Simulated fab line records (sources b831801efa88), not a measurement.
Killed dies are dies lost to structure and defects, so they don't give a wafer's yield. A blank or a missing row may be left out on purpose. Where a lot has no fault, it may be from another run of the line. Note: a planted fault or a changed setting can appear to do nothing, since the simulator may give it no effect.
fab line records	flow sky130
record: lots: 6	wafers: 17	lastDay: 49
route steps=708 shown VIA3@582 PAD_OPEN@708
lots untouched by any fault: they come from a run of this same line in which no faults occurred
startH: start of the lot's first displayed wafer, in hours after the record's first day	waitH: hours from the lot's prior step to this one	" identical to the entry in the row above	L1.1+2: one row covering several wafers at once	- no value present, or no start provided	* or withheld: withheld	< > ~ a bound
route shown NAME@n: NAME is a module with steps in the file, n the number in the route of the first one	usual: average and standard deviation across the fault-free wafers	same: alike in all rows	chamber/n: place in a boat	sites: the reading at each site	_std_site: standard deviation across them	_edge_site: inner sites' mean taken away from outer sites' mean	radiusMm: how far each site lies from the wafer's centre	mask NAME#n: copy n	behind: the tool/chamber that last shaped the wafer	hold: why the lot was held/for how many hours/how that ended	device: names the non-switching transistor (n, p or np)	end of line: tests run on the same wafers once the route is complete	where a step has no rows: the recipe by itself	killed: dies lost to structure and defects at the first sort, not the wafer's yield	map: a wafer's dies, x killed, . not, _ none there
set.NAME: setting as actually run; set.NAME@STEP: the setting as run at that earlier step	model.NAME: the simulator's own value behind a step, which no gauge read
lots at selected steps of the route; one table per step, one row per wafer
services: the hour from which a tool's chamber was out of use, counted from the record's first day as startH (under 0 if before that day), plus the number of hours and why
== steps ==
step: SKY_VIA3_EXPOSE_09
recipe: maskId: VIM3	na: 0.8	sourceShape: annular	sigmaInner: 0.55	sigmaOuter: 0.85	targetCdNm: 200	doseMj: 38
step: SKY_VIA3_PEB_10
recipe: pebTempC: withheld	pebTimeS: withheld	resist: KrF-thick
step: SKY_VIA3_DEVELOP_11
recipe: developTimeS: 60	resist: KrF-thick	devTempC: 21
step: SKY_VIA3_CD_MEAS_12
recipe: targetCdNm: 200
usual: cdNm: 200.2/1.5
lot.wafer	tool	chamber	startH	waitH	cdNm
L689.1	cdSem-01	-	961.85	-	199.7
L689.2	"	-	"	"	198.5
L689.4	"	-	"	"	199.0
L693.1	cdSem-01	-	990.25	-	200.7
L693.3	"	-	"	"	202.2
L693.4	"	-	"	"	201.9
L698.1	cdSem-02	-	1024.75	-	202.6
L698.3	"	-	"	"	201.9
L698.4	"	-	"	"	202.5
L699.1	cdSem-02	-	1028.16	-	198.8
L699.4	"	-	"	"	199.5
L699.5	"	-	"	"	198.0
L701.5	cdSem-01	-	1035.69	-	203.6
L701.6	"	-	"	"	204.4
L702.1	cdSem-02	-	1046.00	-	202.5
L702.4	"	-	"	"	203.6
L702.6	"	-	"	"	203.8
step: SKY_VIA3_OVL_MEAS_13
usual: VIA3_OVL: -1/6.2
lot.wafer	tool	chamber	startH	waitH	VIA3_OVL[nm]
L689.1	overlay-02	-	961.97	0.1	-3
L689.2	"	-	"	"	-1
L689.4	"	-	"	"	-6
L693.1	overlay-02	-	990.37	0.1	-1
L693.3	"	-	"	"	-2
L693.4	"	-	"	"	-3
L698.1	overlay-02	-	1024.87	0.1	4
L698.3	"	-	"	"	0
L698.4	"	-	"	"	-1
L699.1	overlay-02	-	1028.28	0.1	-3
L699.4	"	-	"	"	-8
L699.5	"	-	"	"	-1
L701.5	overlay-02	-	1035.75	0.0	6
L701.6	"	-	"	"	-4
L702.1	overlay-01	-	1046.12	0.1	9
L702.4	"	-	"	"	9
L702.6	"	-	"	"	6
step: SKY_VIA3_ETCH_14
recipe: chemistry: N2/H2	target: BARC	ionEnergyEv: 200	sourceW: 500	biasW: 100	pressureMtorr: 30	n2FlowSccm: 100	h2FlowSccm: 200	stopOn: SiO2	timeS: 45.9	targetDepthA: 600
usual: drypumpMotorCurrentA: 5.7/0.44	oesProductAu: 0.855/0.0049	rfFwdPowerW: 494.8/1.7	throttleValvePct: 13.223/0.0083
lot.wafer	tool	chamber	startH	waitH	drypumpMotorCurrentA	oesProductAu	rfFwdPowerW	rfHoursCounterH	throttleValvePct
L689.1	rieDiel-03	0	962.00	0.0	5.8	0.857	493.0	9	13.232
L689.2	"	2	"	"	4.9	0.853	494.4	8	13.213
L689.4	"	3	"	"	6.0	0.856	494.2	11	13.221
L693.1	rieDiel-01	0	990.41	0.0	5.5	0.852	496.1	17	13.236
L693.3	"	3	"	"	5.5	0.860	496.5	18	13.220
L693.4	"	1	"	"	6.2	0.849	493.5	29	13.211
L698.1	rieDiel-01	0	1024.91	0.0	5.5	0.859	495.7	19	13.236
L698.3	"	3	"	"	5.5	0.863	493.3	19	13.213
L698.4	"	0	"	"	5.4	0.857	493.9	-	13.224
L699.1	rieDiel-03	2	1028.32	0.0	4.9	0.862	494.6	10	13.213
L699.4	"	1	"	"	5.9	0.856	493.7	2	13.222
L699.5	"	1	"	"	5.9	0.855	494.4	-	13.223
L701.5	rieDiel-02	0	1035.79	0.0	5.8	0.850	492.7	-	13.224
L701.6	"	3	"	"	5.1	0.861	493.1	-	13.215
L702.1	rieDiel-03	1	1046.15	0.0	5.9	0.856	493.2	3	13.213
L702.4	"	0	"	"	5.8	0.861	491.2	12	13.229
L702.6	"	3	"	"	6.0	0.849	494.8	-	13.210
step: SKY_VIA3_ETCH_15
recipe: target: SiO2	chemistry: C4F8/O2/Ar	targetDepthNm: 507	stopOn: TiN	maskMaterial: KrF-thick	sourceW: 1500	biasW: 1200	pressureMtorr: 40	c4f8FlowSccm: withheld	O2_flow_sccm: 6	Ar_flow_sccm: 300	timeS: 78
usual: oesProductAu: 0.946/0.0046	rfFwdPowerW: 1489/5.3
lot.wafer	tool	chamber	startH	waitH	oesProductAu	rfFwdPowerW	rfHoursCounterH
L689.1	rieDiel-03	0	962.04	0.0	0.944	1484	9
L689.2	"	2	"	"	0.954	1497	8
L689.4	"	3	"	"	0.944	1488	11
L693.1	rieDiel-01	0	990.45	0.0	0.943	1486	17
L693.3	"	3	"	"	0.947	1492	18
L693.4	"	1	"	"	0.945	1488	29
L698.1	rieDiel-01	0	1024.95	0.0	0.942	1496	19
L698.3	"	3	"	"	0.940	1489	19
L698.4	"	0	"	"	0.951	1490	-
L699.1	rieDiel-03	2	1028.36	0.0	0.939	1492	10
L699.4	"	1	"	"	0.950	1478	2
L699.5	"	1	"	"	0.948	1489	-
L701.5	rieDiel-02	0	1035.84	0.0	0.943	1488	-
L701.6	"	3	"	"	0.947	1485	-
L702.1	rieDiel-03	1	1046.20	0.0	0.957	1502	3
L702.4	"	0	"	"	0.942	1495	12
L702.6	"	3	"	"	0.950	1496	-
step: SKY_VIA3_STRIP_16
recipe: chemistry: O2/N2	powerW: 1400	pressureMtorr: 1500	platenTempC: withheld	o2FlowSccm: 3000	n2FlowSccm: 300	overashFraction: 0.5
usual: drypumpMotorCurrentA: 5.7/0.58	oesProductAu: 0.401/0.0042	stripTimeToEndpointS: 4.115/0.026
lot.wafer	tool	chamber	startH	waitH	drypumpMotorCurrentA	oesProductAu	rfHoursCounterH	stripTimeToEndpointS
L689.1	plasmaAsher-02	0	962.10	0.0	6.6	0.393	46	4.089
L689.2	"	1	"	"	5.8	0.397	46	4.122
L689.4	"	0	"	"	6.6	0.397	-	4.073
L693.1	plasmaAsher-01	1	990.51	0.0	4.8	0.402	88	4.121
L693.3	"	0	"	"	5.0	0.404	-	4.162
L693.4	"	1	"	"	4.8	0.403	-	4.131
L698.1	plasmaAsher-01	1	1025.01	0.0	4.8	0.408	92	4.140
L698.3	"	1	"	"	4.8	0.396	-	4.155
L698.4	"	0	"	"	5.0	0.399	-	4.144
L699.1	plasmaAsher-02	0	1028.42	0.0	6.5	0.401	53	4.100
L699.4	"	0	"	"	6.6	0.403	-	4.090
L699.5	"	0	"	"	6.6	0.410	-	4.095
L701.5	plasmaAsher-04	1	1035.94	0.1	6.0	0.394	-	4.094
L701.6	"	0	"	"	5.6	0.402	-	4.115
L702.1	plasmaAsher-02	1	1046.26	0.0	5.7	0.410	55	4.103
L702.4	"	0	"	"	6.6	0.405	-	4.122
L702.6	"	1	"	"	5.7	0.402	-	4.111
step: SKY_VIA3_STRIP_17
recipe: chemistry: postEtchResidueRemover	timeS: 1200	tempC: 72.5
step: SKY_VIA3_CLEAN_18
recipe: chemistry: IPA	timeS: 180	tempC: 25
step: SKY_VIA3_CLEAN_19
recipe: chemistry: O3/DIW	dry: n2Spin
step: SKY_VIA3_SPUTTER_20
recipe: material: TiN	targetThkNm: 20	chamberPressurePa: 5	powerW: 4000	timeS: 80
usual: throttleValvePct: 30.3/0.54
lot.wafer	tool	chamber	startH	waitH	throttleValvePct
L689.1	pvdSputter-01	-	962.74	0.0	31.6
L689.2	"	-	"	"	30.1
L689.4	"	-	"	"	30.0
L693.1	pvdSputter-02	-	991.12	0.0	30.3
L693.3	"	-	"	"	30.2
L693.4	"	-	"	"	30.7
L698.1	pvdSputter-03	-	1025.64	0.0	30.6
L698.3	"	-	"	"	29.8
L698.4	"	-	"	"	31.1
L699.1	pvdSputter-02	-	1029.05	0.0	30.9
L699.4	"	-	"	"	29.7
L699.5	"	-	"	"	30.4
L701.5	pvdSputter-02	-	1036.56	0.0	29.9
L701.6	"	-	"	"	30.3
L702.1	pvdSputter-01	-	1046.94	0.0	30.0
L702.4	"	-	"	"	31.5
L702.6	"	-	"	"	30.0
step: SKY_VIA3_CVD_21
recipe: material: W	targetThkNm: 390	timeS: 117.31	tempC: 400	pressureTorr: 40
usual: heaterPowerOuterW: 455/55	heaterPowerW: 758/78
lot.wafer	tool	chamber	startH	waitH	heaterPowerOuterW	heaterPowerW	model.W_of_VIA3_CVD_21.thkNm
L689.1	cvdW-01	0	962.80	0.0	493	862	390.3
L689.2	"	1	"	"	426	708	384.5
L689.4	"	0	"	"	486	869	387.7
L693.1	cvdW-01	1	991.18	0.0	412	677	380.3
L693.3	"	0	"	"	499	845	388.6
L693.4	"	1	"	"	421	668	381.6
L698.1	cvdW-01	1	1025.70	0.0	419	706	384
L698.3	"	1	"	"	411	686	388.1
L698.4	"	0	"	"	497	841	389.7
L699.1	cvdW-01	1	1029.11	0.0	417	702	384.9
L699.4	"	0	"	"	476	878	390.3
L699.5	"	0	"	"	492	871	405.8
L701.5	cvdW-01	1	1036.67	0.1	419	692	409.4
L701.6	"	0	"	"	500	848	394.5
L702.1	cvdW-02	0	1047.00	0.0	401	669	392.6
L702.4	"	1	"	"	523	789	389.3
L702.6	"	1	"	"	530	792	390.3
step: SKY_VIA3_RS_MEAS_22
recipe: thkMeasGauge: four-point-probe	reads: W_of_VIA3_CVD_21+TiN_of_VIA3_SPUTTER_20
usual: VIA3_W_RS: 0.296/0.0036
lot.wafer	tool	chamber	startH	waitH	VIA3_W_RS[ohm/sq]
L689.1	filmMetro-02	-	962.92	0.1	0.293
L689.2	"	-	"	"	0.298
L689.4	"	-	"	"	0.296
L693.1	filmMetro-03	-	991.30	0.1	0.301
L693.3	"	-	"	"	0.295
L693.4	"	-	"	"	0.301
L698.1	filmMetro-04	-	1025.82	0.1	0.298
L698.3	"	-	"	"	0.295
L698.4	"	-	"	"	0.295
L699.1	filmMetro-02	-	1029.23	0.1	0.297
L699.4	"	-	"	"	0.293
L699.5	"	-	"	"	0.282
L701.5	filmMetro-04	-	1036.79	0.1	0.280
L701.6	"	-	"	"	0.290
L702.1	filmMetro-03	-	1047.12	0.1	0.292
L702.4	"	-	"	"	0.295
L702.6	"	-	"	"	0.294
step: SKY_VIA3_THK_MEAS_23
recipe: thkMeasGauge: xrf	reads: W_of_VIA3_CVD_21
usual: VIA3_W_THK: 386/5.9
lot.wafer	tool	chamber	startH	waitH	VIA3_W_THK[nm]
L689.1	filmMetro-02	-	963.04	0.1	391
L689.2	"	-	"	"	383
L689.4	"	-	"	"	388
L693.1	filmMetro-03	-	991.42	0.1	381
L693.3	"	-	"	"	390
L693.4	"	-	"	"	382
L698.1	filmMetro-04	-	1025.94	0.1	380
L698.3	"	-	"	"	386
L698.4	"	-	"	"	386
L699.1	filmMetro-02	-	1029.35	0.1	387
L699.4	"	-	"	"	389
L699.5	"	-	"	"	408
L701.5	filmMetro-04	-	1036.87	0.1	401
L701.6	"	-	"	"	387
L702.1	filmMetro-03	-	1047.24	0.1	394
L702.4	"	-	"	"	390
L702.6	"	-	"	"	391
step: SKY_VIA3_CMP_24
recipe: stopOn: SiO2	tOverpolishS: 20	downForcePsi: 3.5	platenRpm: 60	targetThkNm: 0	padVelocityMS: 0.94248
usual: motorCurrentA: 11.7/1.1	overpolishRunS: 20.001/0.0098	timeToEndpointS: 92/3
lot.wafer	tool	chamber	startH	waitH	motorCurrentA	overpolishRunS	timeToEndpointS
L689.4	cmp-02	0	963.10	0.0	11.1	20.005	90
L689.2	"	2	"	"	11.7	19.992	90
L689.1	"	3	"	"	12.4	20.003	92
L693.1	cmp-01	1	991.48	0.1	7.9	20.006	92
L693.3	"	3	"	"	10.5	20.005	99
L693.4	"	0	"	"	12.6	20.020	96
L698.4	cmp-01	3	1026.00	0.0	11.1	20.016	98
L698.3	"	0	"	"	12.2	20.008	89
L698.1	"	2	"	"	12.5	19.984	89
L699.4	cmp-01	3	1029.41	0.0	10.9	19.996	96
L699.1	"	1	"	"	8.5	20.008	90
L699.5	"	0	"	"	12.6	20.007	97
L701.5	cmp-02	0	1037.09	0.2	11.1	20.006	95
L701.6	"	1	"	"	12.6	19.991	90
L702.1	cmp-02	1	1047.30	0.1	13.1	20.002	91
L702.4	"	0	"	"	11.4	20.008	97
L702.6	"	2	"	"	11.2	19.987	94
step: SKY_PAD_OPEN_PROBE_99
usual: defectLimitedYield: 82.8/2.1	killed_at_M0_to_M3: 43/7.7	killed_at_M4_up: 3.1/1.7	killedAtContacts: 23/4.8	killedAtFrontEnd: 15/4.5	killedAtOther: 0.3/0.58	killedDies: 85/10	killedOpen: 46/7.5	killedShort: 38/6.5	sort_bin_3_pad_short: 0.8/0.38	sort_bin_5_function: 10.3/1.7	sort_bin_6_memory: 6.1/1.1	sortNPass: 407/10	sortYieldPct: 82.8/2.1
same: grossDies: 492	killedAtBackSide: 0	sort_bin_4_leakage[%]: 0	sort_bin_8_speed[%]: 0
lot.wafer	tool	chamber	startH	waitH	defectLimitedYield[%]	killed_at_M0_to_M3	killed_at_M4_up	killedAtContacts	killedAtFrontEnd	killedAtOther	killedDies	killedOpen	killedShort	sort_bin_3_pad_short[%]	sort_bin_5_function[%]	sort_bin_6_memory[%]	sortNPass	sortYieldPct[%]
L702.1	prober-01	-	1173.68	0.1	81.5	39	6	25	21	0	91	54	37	0.8	12.8	4.9	401	81.5
L702.4	prober-01	-	1173.83	0.2	83.9	36	2	28	13	0	79	38	41	1.0	8.7	6.3	413	83.9
L702.6	prober-01	-	1173.93	0.2	83.5	44	3	21	13	0	81	40	41	1.6	8.3	6.5	411	83.5
killed by level:class
L702.1 VIA1:geometricParticle:open=11 LI_CONTACT:geometricParticle:open=8 FIELD_ISO:geometricParticle:open=7 METAL2:geometricParticle:short=7 CONTACT:geometricParticle:open=6 METAL1:geometricParticle:short=6 LOCAL_INTERCONNECT:geometricParticle:short=5 VIA2:geometricParticle:open=5
L702.4 CONTACT:geometricParticle:short=13 VIA1:geometricParticle:open=9 FIELD_ISO:geometricParticle:open=6 CONTACT:geometricParticle:open=6 LOCAL_INTERCONNECT:geometricParticle:short=4 METAL1:geometricParticle:short=4 VIA1:geometricParticle:short=4 METAL2:geometricParticle:short=4
L702.6 VIA2:geometricParticle:open=9 LOCAL_INTERCONNECT:geometricParticle:short=7 LI_CONTACT:geometricParticle:open=6 METAL1:geometricParticle:short=6 CONTACT:geometricParticle:open=6 VIA3:geometricParticle:open=6 VIA3:geometricParticle:short=5 VIA1:geometricParticle:open=4
== services ==
tool	chamber	startH	hours	kind
rieDiel-03	1	938.56	-	clean
rieDiel-03	1	938.56	-	consumableReplace:showerhead
rieDiel-03	1	938.56	19.3	scheduledDown
rieDiel-03	1	938.56	19.3	ventCycle
rieDiel-01	2	943.30	9.6	repair
rieDiel-01	0	947.26	8.4	repair
pvdSputter-01	-	960.41	2.3	repair
rieDiel-02	3	975.59	6.5	repair
cmp-01	-	984.11	5.5	repair
rieDiel-01	1	992.92	-	clean
rieDiel-01	1	992.92	33.5	scheduledDown
rieDiel-01	1	992.92	33.5	ventCycle
cmp-02	-	994.94	0.5	repair
cvdW-02	-	997.82	4.3	pm
rieDiel-02	-	998.64	4.3	pm
pvdSputter-01	-	1000.17	5.3	repair
rieDiel-03	-	1002.20	2.8	pm
plasmaAsher-01	-	1004.45	1.8	repair
rieDiel-03	1	1008.56	5.7	repair
cmp-01	-	1012.44	4.8	pm
cmp-02	-	1025.75	2.5	repair
rieDiel-01	0	1047.13	11.6	repair
== key ==
firstSign: step: SKY_VIA3_RS_MEAS_22	reading: VIA3_W_RS	direction: down	sigmas: 4.1	usual: 0.296	struck: 0.281
effect: step: SKY_VIA3_THK_MEAS_23	reading: VIA3_W_THK	direction: up	sigmas: 3.1	usual: 386	struck: 404
modelEffect: step: SKY_VIA3_CVD_21	value: W_of_VIA3_CVD_21.thkNm	without: 389.6	struck: 407.6
metAt SKY_VIA3_CVD_21
struckWafers L699.5,L701.5
onsetBetween 1025.70 1029.11
fault: kind: processParameterDrift	tool: cvdW-01	chamber: -	onsetH: 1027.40	steps: SKY_VIA3_CVD_21	channel: targetThkNm	offset: 18.062	shape: step	endH: 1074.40	scope: struckWafersOnly	actsIn: theseRecipesOnly	stated: 390
